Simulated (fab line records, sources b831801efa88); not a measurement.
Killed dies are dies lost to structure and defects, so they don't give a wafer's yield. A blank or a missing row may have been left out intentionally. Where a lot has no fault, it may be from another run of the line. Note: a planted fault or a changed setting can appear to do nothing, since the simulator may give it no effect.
Which tool is to blame? :: flow gf180mcu :: 12 lots, 36 wafers sampled, at 5 steps of a route of 602

## WHAT THE GAUGES READ, wafer by wafer
GF_V2_BOW_MEAS_05. Usual: V2_BOW 98 um, standard deviation 8.1.
lot: L819
measured: day 20 20:11
on: film metro-02
V2_BOW (um): 97 95 96
flag: 

lot: L824
measured: day 22 14:18
on: film metro-01
V2_BOW (um): 100 103 100
flag: 

lot: L825
measured: day 23 05:53
on: film metro-02
V2_BOW (um): 107 105 107
flag: 

lot: L826
measured: day 23 09:13
on: film metro-03
V2_BOW (um): 98 96 107
flag: 

lot: L827
measured: day 23 19:11
on: film metro-01
V2_BOW (um): 83 89 88
flag: 

lot: L828
measured: day 24 01:23
on: film metro-03
V2_BOW (um): 75 63 63
flag: OFF

lot: L829
measured: day 24 10:25
on: film metro-03
V2_BOW (um): 61 58 73
flag: OFF

lot: L830
measured: day 24 17:14
on: film metro-02
V2_BOW (um): 56 62 69
flag: OFF

lot: L834
measured: day 26 11:04
on: film metro-03
V2_BOW (um): 102 90 99
flag: 

lot: L836
measured: day 26 21:08
on: film metro-01
V2_BOW (um): 97 96 94
flag: 

lot: L838
measured: day 27 05:29
on: film metro-03
V2_BOW (um): 103 103 106
flag: 

lot: L837
measured: day 27 07:23
on: film metro-03
V2_BOW (um): 99 105 106
flag: 

## TOOL THAT RAN EACH LOT (tool first, then ch and the chambers of the sampled wafers, then the start)
lot: L819
GF_V1_CMP_26: cmp-01 ch 0,2, day 19 18:24
GF_M2_SPUTTER_02: pvd sputter-02, day 19 18:47
GF_V2_CVD_00: hdpcvd-01 ch 0,2, day 20 19:36
GF_V2_CVD_02: pecvd-03 ch 1,2, day 20 19:44

lot: L824
GF_V1_CMP_26: cmp-02 ch 0,2,3, day 21 13:28
GF_M2_SPUTTER_02: pvd sputter-01, day 21 13:54
GF_V2_CVD_00: hdpcvd-02 ch 0,1,2, day 22 13:43
GF_V2_CVD_02: pecvd-02 ch 1,2, day 22 13:51

lot: L825
GF_V1_CMP_26: cmp-02 ch 0,2,3, day 22 05:07
GF_M2_SPUTTER_02: pvd sputter-04, day 22 05:24
GF_V2_CVD_00: hdpcvd-01 ch 1,2, day 23 05:09
GF_V2_CVD_02: pecvd-04 ch 0,2, day 23 05:17

lot: L826
GF_V1_CMP_26: cmp-02 ch 0,1,2, day 22 08:09
GF_M2_SPUTTER_02: pvd sputter-02, day 22 08:32
GF_V2_CVD_00: hdpcvd-01 ch 1,2, day 23 08:39
GF_V2_CVD_02: pecvd-03 ch 0,1,2, day 23 08:47

lot: L827
GF_V1_CMP_26: cmp-02 ch 2,3, day 22 18:43
GF_M2_SPUTTER_02: pvd sputter-02, day 22 19:05
GF_V2_CVD_00: hdpcvd-02 ch 0,1,2, day 23 18:36
GF_V2_CVD_02: pecvd-04 ch 0,1, day 23 18:44

lot: L828
GF_V1_CMP_26: cmp-02 ch 0,2,3, day 23 00:58
GF_M2_SPUTTER_02: pvd sputter-02, day 23 01:23
GF_V2_CVD_00: hdpcvd-02 ch 0,1,2, day 24 00:50
GF_V2_CVD_02: pecvd-02 ch 0,1,2, day 24 00:58

lot: L829
GF_V1_CMP_26: cmp-02 ch 1,2,3, day 23 11:16
GF_M2_SPUTTER_02: pvd sputter-04, day 23 11:41
GF_V2_CVD_00: hdpcvd-02 ch 0,1,2, day 24 09:51
GF_V2_CVD_02: pecvd-02 ch 1,2, day 24 09:59

lot: L830
GF_V1_CMP_26: cmp-02 ch 0,2,3, day 23 18:01
GF_M2_SPUTTER_02: pvd sputter-02, day 23 18:26
GF_V2_CVD_00: hdpcvd-01 ch 0,1, day 24 16:39
GF_V2_CVD_02: pecvd-02 ch 0,1, day 24 16:47

lot: L834
GF_V1_CMP_26: cmp-01 ch 0,1,3, day 25 11:46
GF_M2_SPUTTER_02: pvd sputter-02, day 25 12:12
GF_V2_CVD_00: hdpcvd-01 ch 0,1,2, day 26 10:29
GF_V2_CVD_02: pecvd-04 ch 1,2, day 26 10:37

lot: L836
GF_V1_CMP_26: cmp-02 ch 0,1,3, day 25 22:31
GF_M2_SPUTTER_02: pvd sputter-01, day 25 22:56
GF_V2_CVD_00: hdpcvd-01 ch 0,1,2, day 26 20:34
GF_V2_CVD_02: pecvd-04 ch 0,1,2, day 26 20:42

lot: L838
GF_V1_CMP_26: cmp-02 ch 0,1,3, day 26 07:19
GF_M2_SPUTTER_02: pvd sputter-02, day 26 07:42
GF_V2_CVD_00: hdpcvd-02 ch 0,1,2, day 27 04:54
GF_V2_CVD_02: pecvd-02 ch 0,1,2, day 27 05:02

lot: L837
GF_V1_CMP_26: cmp-02 ch 0,1,3, day 26 09:03
GF_M2_SPUTTER_02: pvd sputter-01, day 26 09:29
GF_V2_CVD_00: hdpcvd-02 ch 0,2, day 27 06:48
GF_V2_CVD_02: pecvd-04 ch 1,2, day 27 06:56
- GF_V1_CMP_26: polishes, stops on SiO2, t overpolish 15 s, target thk 0 nm.
- GF_M2_SPUTTER_02: material AlCu, target thk 450 nm, time 23.9 s.
- GF_V2_CVD_00: deposits SiO2, target thk 600 nm, time 100 s.
- GF_V2_CVD_02: deposits SiO2 from TEOS, target thk 850 nm, time 94.851 s.

## AS READ BY THE TOOLS THEMSELVES (means over the sampled wafers that have a number; for cases with no such wafer, the mark the record gives instead)
GF_V1_CMP_26. Usual: motor current A 10.5 A, standard deviation 1.4; overpolish run s 15.000 s, standard deviation 0.0083; time to endpoint s 85 s, standard deviation 4.2.
lot: L819
tool: cmp-01
motor current A (A): 9.8
overpolish run s (s): 15.001
time to endpoint s (s): 81
flag: 

lot: L824
tool: cmp-02
motor current A (A): 10.3
overpolish run s (s): 14.997
time to endpoint s (s): 89
flag: 

lot: L825
tool: cmp-02
motor current A (A): 10.4
overpolish run s (s): 15.001
time to endpoint s (s): 89
flag: 

lot: L826
tool: cmp-02
motor current A (A): 11.0
overpolish run s (s): 15.001
time to endpoint s (s): 86
flag: 

lot: L827
tool: cmp-02
motor current A (A): 9.1
overpolish run s (s): 14.996
time to endpoint s (s): 91
flag: 

lot: L828
tool: cmp-02
motor current A (A): 10.3
overpolish run s (s): 14.996
time to endpoint s (s): 92
flag: 

lot: L829
tool: cmp-02
motor current A (A): 10.4
overpolish run s (s): 15.006
time to endpoint s (s): 87
flag: 

lot: L830
tool: cmp-02
motor current A (A): 10.2
overpolish run s (s): 15.006
time to endpoint s (s): 88
flag: 

lot: L834
tool: cmp-01
motor current A (A): 10.3
overpolish run s (s): 15.001
time to endpoint s (s): 80
flag: 

lot: L836
tool: cmp-02
motor current A (A): 11.5
overpolish run s (s): 15.009
time to endpoint s (s): 80
flag: 

lot: L838
tool: cmp-02
motor current A (A): 11.3
overpolish run s (s): 15.002
time to endpoint s (s): 84
flag: 

lot: L837
tool: cmp-02
motor current A (A): 11.4
overpolish run s (s): 15.000
time to endpoint s (s): 85
flag: 

GF_M2_SPUTTER_02. Usual: 30.4 % for throttle valve pct, sd 0.99.
lot: L819
tool: pvd sputter-02
throttle valve pct (%): 30.4
flag: 

lot: L824
tool: pvd sputter-01
throttle valve pct (%): 30.0
flag: 

lot: L825
tool: pvd sputter-04
throttle valve pct (%): 31.3
flag: 

lot: L826
tool: pvd sputter-02
throttle valve pct (%): 30.1
flag: 

lot: L827
tool: pvd sputter-02
throttle valve pct (%): 29.9
flag: 

lot: L828
tool: pvd sputter-02
throttle valve pct (%): 30.2
flag: 

lot: L829
tool: pvd sputter-04
throttle valve pct (%): 31.2
flag: 

lot: L830
tool: pvd sputter-02
throttle valve pct (%): 30.6
flag: 

lot: L834
tool: pvd sputter-02
throttle valve pct (%): 30.1
flag: 

lot: L836
tool: pvd sputter-01
throttle valve pct (%): 30.1
flag: 

lot: L838
tool: pvd sputter-02
throttle valve pct (%): 29.7
flag: 

lot: L837
tool: pvd sputter-01
throttle valve pct (%): 29.4
flag: 

GF_V2_CVD_00. Usual: pressure mtorr 6.000 mTorr, standard deviation 0.012; run length s 128.2 s, standard deviation 0.56.
lot: L819
tool: hdpcvd-01
pressure mtorr (mTorr): 6.005
run length s (s): 128.5
flag: 

lot: L824
tool: hdpcvd-02
pressure mtorr (mTorr): 5.998
run length s (s): 127.4
flag: 

lot: L825
tool: hdpcvd-01
pressure mtorr (mTorr): 6.005
run length s (s): 128.4
flag: 

lot: L826
tool: hdpcvd-01
pressure mtorr (mTorr): 5.999
run length s (s): 128.3
flag: 

lot: L827
tool: hdpcvd-02
pressure mtorr (mTorr): 6.001
run length s (s): 127.9
flag: 

lot: L828
tool: hdpcvd-02
pressure mtorr (mTorr): -
run length s (s): -
flag: OFF

lot: L829
tool: hdpcvd-02
pressure mtorr (mTorr): -
run length s (s): -
flag: OFF

lot: L830
tool: hdpcvd-01
pressure mtorr (mTorr): -
run length s (s): -
flag: OFF

lot: L834
tool: hdpcvd-01
pressure mtorr (mTorr): 5.992
run length s (s): 128.6
flag: 

lot: L836
tool: hdpcvd-01
pressure mtorr (mTorr): 6.006
run length s (s): 128.9
flag: 

lot: L838
tool: hdpcvd-02
pressure mtorr (mTorr): 6.005
run length s (s): 127.5
flag: 

lot: L837
tool: hdpcvd-02
pressure mtorr (mTorr): 5.999
run length s (s): 127.3
flag: 

GF_V2_CVD_02. Usual: heater power outer w 376 W, standard deviation 49; heater power w 661 W, standard deviation 74.
lot: L819
tool: pecvd-03
heater power outer w (W): 424
heater power w (W): 724
flag: 

lot: L824
tool: pecvd-02
heater power outer w (W): 414
heater power w (W): 727
flag: 

lot: L825
tool: pecvd-04
heater power outer w (W): 358
heater power w (W): 644
flag: 

lot: L826
tool: pecvd-03
heater power outer w (W): 397
heater power w (W): 669
flag: 

lot: L827
tool: pecvd-04
heater power outer w (W): 363
heater power w (W): 639
flag: 

lot: L828
tool: pecvd-02
heater power outer w (W): 380
heater power w (W): 679
flag: 

lot: L829
tool: pecvd-02
heater power outer w (W): 417
heater power w (W): 722
flag: 

lot: L830
tool: pecvd-02
heater power outer w (W): 429
heater power w (W): 745
flag: 

lot: L834
tool: pecvd-04
heater power outer w (W): 350
heater power w (W): 612
flag: 

lot: L836
tool: pecvd-04
heater power outer w (W): 362
heater power w (W): 630
flag: 

lot: L838
tool: pecvd-02
heater power outer w (W): 362
heater power w (W): 642
flag: 

lot: L837
tool: pecvd-04
heater power outer w (W): 354
heater power w (W): 613
flag: 

## THE ANSWER, worked out from the rows above alone
Rule: a lot is off if the mean of its wafers that have a number lies more than 3 standard deviations from the usual mean. A lot without any number at a reading at which 4 lots or more have one is off too. All remaining lots with rows at the step are treated as sound. Order of review: gauges by route order, followed by the tools' own readings, for which a lot's mean as printed above is used. The first step at which some lot is off is used, and at that step the reading that is off furthest; a lot without a number counts as furthest.
Off: L828, L829, L830, seen at GF_V2_BOW_MEAS_05 (V2_BOW).
A tool fits if, at a process step before that reading, it ran every lot that is off, and no sound lot after the first of them. The gauges at GF_V2_BOW_MEAS_05 aren't tried: what is off there is off at GF_V2_CVD_00 too, on other tools, and a gauge's error can't cause that. Not one of the candidates tried fits.

## WHAT THE SIMULATOR HAD PUT IN
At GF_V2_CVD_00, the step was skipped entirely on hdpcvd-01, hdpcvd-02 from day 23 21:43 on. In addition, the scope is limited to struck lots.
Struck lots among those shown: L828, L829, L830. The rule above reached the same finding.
